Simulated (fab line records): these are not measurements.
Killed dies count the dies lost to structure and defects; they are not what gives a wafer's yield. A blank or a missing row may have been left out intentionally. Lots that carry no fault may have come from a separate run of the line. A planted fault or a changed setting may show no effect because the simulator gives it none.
Matching of chambers + flow gf180mcu + cmp-01 running GF_V4_CMP_04: 4 sister chambers
The step polishes SiO2. 39 wafers are shown with their chamber, then 12 later ones without.

## WAFERS, EACH WITH ITS CHAMBER
| wafer  | chamber | motor_current_A (A) | time_to_endpoint_s (s) |
|--------|---------|---------------------|------------------------|
| L075.1 | 0       | 11.0                | 74                     |
| L075.3 | 1       | 12.0                | 74                     |
| L075.5 | 1       | 12.7                | 76                     |
| L075.2 | 3       | 12.1                | 73                     |
| L075.4 | 2       | 13.3                | 87                     |
| L075.6 | 0       | 10.5                | 79                     |
| L076.3 | 1       | 12.5                | 75                     |
| L076.4 | 2       | 13.1                | 81                     |
| L076.5 | 2       | 12.8                | 80                     |
| L076.1 | 0       | 10.9                | 78                     |
| L076.2 | 3       | 11.9                | 77                     |
| L076.6 | 3       | 12.3                | 81                     |
| L078.1 | 3       | 11.9                | 74                     |
| L078.3 | 0       | 10.7                | 75                     |
| L078.4 | 1       | 12.1                | 72                     |
| L078.2 | 2       | 13.1                | 72                     |
| L078.5 | 0       | 11.0                | 82                     |
| L078.6 | 1       | 12.3                | 80                     |
| L079.1 | 1       | 12.0                | 70                     |
| L079.4 | 0       | 10.3                | 74                     |
| L079.6 | 3       | 11.7                | 83                     |
| L082.1 | 0       | 11.0                | 76                     |
| L082.3 | 3       | 11.2                | 69                     |
| L082.4 | 2       | 13.2                | 78                     |
| L082.2 | 1       | 12.3                | 67                     |
| L082.5 | 1       | 12.5                | 78                     |
| L082.6 | 0       | 10.4                | 76                     |
| L083.4 | 2       | 12.6                | 81                     |
| L083.5 | 1       | 11.7                | 77                     |
| L083.6 | 0       | 10.6                | 82                     |
| L084.1 | 3       | 11.2                | 72                     |
| L084.4 | 0       | 10.4                | 75                     |
| L084.5 | 0       | 10.7                | 72                     |
| L087.1 | 2       | 12.9                | 71                     |
| L087.3 | 0       | 10.5                | 71                     |
| L087.4 | 3       | 11.5                | 75                     |
| L089.1 | 3       | 11.5                | 75                     |
| L089.3 | 2       | 12.7                | 83                     |
| L089.4 | 0       | 10.8                | 81                     |

SIGNATURES, as means of the wafers listed above
| reading            | chamber 0 | chamber 1 | chamber 2 | chamber 3 | scatter within a chamber |
|--------------------|-----------|-----------|-----------|-----------|--------------------------|
| motor_current_A    | 10.677    | 12.233    | 12.963    | 11.700    | 0.3                      |
| time_to_endpoint_s | 76.54     | 74.33     | 79.12     | 75.44     | 4.3                      |
Rule: for each reading, subtract the chamber's mean from the wafer's reading, divide by that reading's scatter and square the result; add these up over the readings and take the root, which gives the wafer's distance from the chamber. The wafer belongs to the nearest chamber; if the next one is less than 2 further off, it can't be placed. How the scatter is found: for the shown wafers, subtract from each reading the mean of its chamber, square and add these, divide the total by (wafers less chambers), then take the root.

## WAFERS WITH NO CHAMBER GIVEN
| wafer  | motor_current_A (A) | time_to_endpoint_s (s) |
|--------|---------------------|------------------------|
| L090.4 | 12.1                | 76                     |
| L090.5 | 11.6                | 76                     |
| L090.6 | 13.2                | 77                     |
| L092.2 | 12.1                | 72                     |
| L092.3 | 12.5                | 68                     |
| L092.5 | 13.1                | 74                     |
| L095.1 | 12.9                | 74                     |
| L095.2 | 11.1                | 71                     |
| L095.3 | 12.3                | 77                     |
| L096.2 | 13.5                | 72                     |
| L096.3 | 11.4                | 74                     |
| L096.6 | 12.1                | 71                     |

## THE CHAMBER EACH PASSED THROUGH
| wafer  | from the rows above          | in truth |
|--------|------------------------------|----------|
| L090.4 | can't be placed: 1 or 3      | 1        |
| L090.5 | can't be placed: 3 or 1      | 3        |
| L090.6 | 2                            | 2        |
| L092.2 | can't be placed: 1 or 3      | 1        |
| L092.3 | can't be placed: 1 or 2 or 3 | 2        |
| L092.5 | can't be placed: 2 or 1      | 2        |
| L095.1 | can't be placed: 2 or 1      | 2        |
| L095.2 | can't be placed: 0 or 3 or 1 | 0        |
| L095.3 | can't be placed: 1 or 3 or 2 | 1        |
| L096.2 | can't be placed: 2 or 1      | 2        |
| L096.3 | can't be placed: 3 or 0 or 1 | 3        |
| L096.6 | can't be placed: 1 or 3      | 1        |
1 of 12 placed correctly. Cannot be placed on the basis of these rows: 11; the candidates contain the true chamber in 11. 0 placed wrongly.
